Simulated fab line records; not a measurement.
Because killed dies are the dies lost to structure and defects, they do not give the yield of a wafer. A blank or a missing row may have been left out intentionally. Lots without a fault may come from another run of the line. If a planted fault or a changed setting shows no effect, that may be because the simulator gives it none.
Which tool is to blame? ; flow gf180mcu ; 14 lots with 42 wafers sampled at 3 steps, on a route of 602 steps

== WHAT THE GAUGES READ, wafer by wafer ==
GF_MVPSD_TW_MEAS_11.
lot;measured;on;MVPSD_TW
L429;day 5 04:37;film metro-01;546.6 547.0 547.1
L431;day 5 16:36;film metro-04;551.4 550.5 553.6
L432;day 6 03:37;film metro-03;547.1 548.9 548.9
L433;day 6 08:20;film metro-01;543.1 548.1 545.3
L437;day 7 06:46;film metro-04;552.5 551.9 546.4
L440;day 8 01:31;film metro-03;549.9 550.2 551.2
L441;day 8 11:59;film metro-01;550.3 550.5 550.4
L442;day 8 14:22;film metro-01;549.1 546.3 551.4
L443;day 8 20:01;film metro-03;549.9 550.2 548.0
L444;day 9 00:22;film metro-01;550.8 545.8 547.7
L445;day 9 06:22;film metro-01;546.9 547.7 544.7
L446;day 9 12:00;film metro-01;544.2 544.8 545.4
L449;day 10 05:17;film metro-03;546.6 547.9 548.4
L451;day 10 19:49;film metro-04;552.0 552.5 552.6

GF_V2_THK_MEAS_25: measures by xrf.
lot;measured;on;V2_W_THK (nm)
L429;day 20 13:58;film metro-03;352 354 354
L431;day 21 13:04;film metro-01;361 355 357
L432;day 21 22:53;film metro-03;359 358 361
L433;day 22 06:18;film metro-03;351 351 348
L437;day 23 17:31;film metro-04;347 353 352
L440;day 24 17:24;film metro-04;360 349 355
L441;day 25 07:09;film metro-03;360 362 362
L442;day 25 09:34;film metro-03;367 357 363
L443;day 25 17:57;film metro-01;362 362 354
L444;day 26 01:24;film metro-03;363 361 360
L445;day 26 05:04;film metro-01;355 352 353
L446;day 26 09:22;film metro-04;356 355 357
L449;day 27 05:51;film metro-01;353 356 355
L451;day 27 22:31;film metro-03;362 365 365

== EACH LOT AND THE TOOL THAT RAN IT (in order: tool; ch and the chambers of the sampled wafers; start) ==
lot;GF_CONTACT_CMP_27
L429;cmp-02 ch 0,2,3, day 16 09:34
L431;cmp-02 ch 2,3, day 17 08:54
L432;cmp-02 ch 1,2,3, day 17 19:01
L433;cmp-02 ch 0,2,3, day 18 01:28
L437;cmp-01 ch 1,3, day 19 13:43
L440;cmp-01 ch 0,2,3, day 20 14:53
L441;cmp-02 ch 0,1, day 21 06:19
L442;cmp-02 ch 1,2,3, day 21 09:47
L443;cmp-01 ch 1,2,3, day 21 19:52
L444;cmp-01 ch 2,3, day 22 03:40
L445;cmp-01 ch 1,3, day 22 08:01
L446;cmp-01 ch 0,2, day 22 11:34
L449;cmp-01 ch 0,2,3, day 23 09:50
L451;cmp-01 ch 2,3, day 24 05:25
- GF_CONTACT_CMP_27: polishes, stops on SiO2, t overpolish 15 s, target thk 0 nm.

== AS READ BY THE TOOLS THEMSELVES (means over the sampled wafers that have a number; for cases with no such wafer, the mark the record gives instead) ==
GF_CONTACT_CMP_27.
lot;tool;motor current A (A);overpolish run s (s);time to endpoint s (s)
L429;cmp-02;10.7;14.994;75
L431;cmp-02;11.0;15.002;76
L432;cmp-02;10.9;15.004;70
L433;cmp-02;10.7;14.992;73
L437;cmp-01;11.0;14.991;73
L440;cmp-01;10.9;14.998;74
L441;cmp-02;10.7;14.998;40
L442;cmp-02;10.9;15.005;42
L443;cmp-01;11.0;14.991;72
L444;cmp-01;10.1;15.002;75
L445;cmp-01;10.5;15.001;76
L446;cmp-01;11.5;14.996;75
L449;cmp-01;11.0;15.006;79
L451;cmp-01;10.7;15.005;74

== THE ANSWER, worked out from the rows above alone ==
Rule: the usual values come from the lots themselves. The widest of any qualifying gaps counts: lots, ordered by their means at a reading, are off when they make up no more than a third of the lots, leave a main group of 4 or more, and stand apart from it by 3 or more times the standard deviation of that group's means. Not used: any main group whose means are identical at the precision the tables above print for the reading. A lot without any number at a reading at which 4 lots or more have one is off too. Where the step has rows for the other lots, those lots are counted as sound. The gauges are gone through in route order, then the tools' own readings, and for those a lot's mean is taken as printed above. At the first step where some lot is off, the reading lying furthest off is the one used; lots without a number count as furthest.
Off: L441, L442, at GF_CONTACT_CMP_27 (time to endpoint s). For the main group the mean is 74 s and the standard deviation 2.2.
If a tool, at that step or one of the process steps before it, ran each lot that is off and ran no sound lot following the first of them, it fits. One candidate fits, namely cmp-02 at GF_CONTACT_CMP_27. Its last sound lot is L433 (day 18 01:28), its first lot that is off L441 (day 21 06:19): a fault that began between those two fits.
The tool's own readings at GF_CONTACT_CMP_27 bear it out: on the lots that are off they differ by more than 5 times the standard deviation of the sound lots' means. time to endpoint s reads 41 s there against 74 s on the sound lots.

== WHAT HAD BEEN PUT IN BY THE SIMULATOR ==
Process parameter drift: cmp-02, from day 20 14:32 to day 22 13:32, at GF_CONTACT_CMP_27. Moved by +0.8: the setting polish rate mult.
Shown lots that were struck: L441, L442. The rule above reached the same finding.
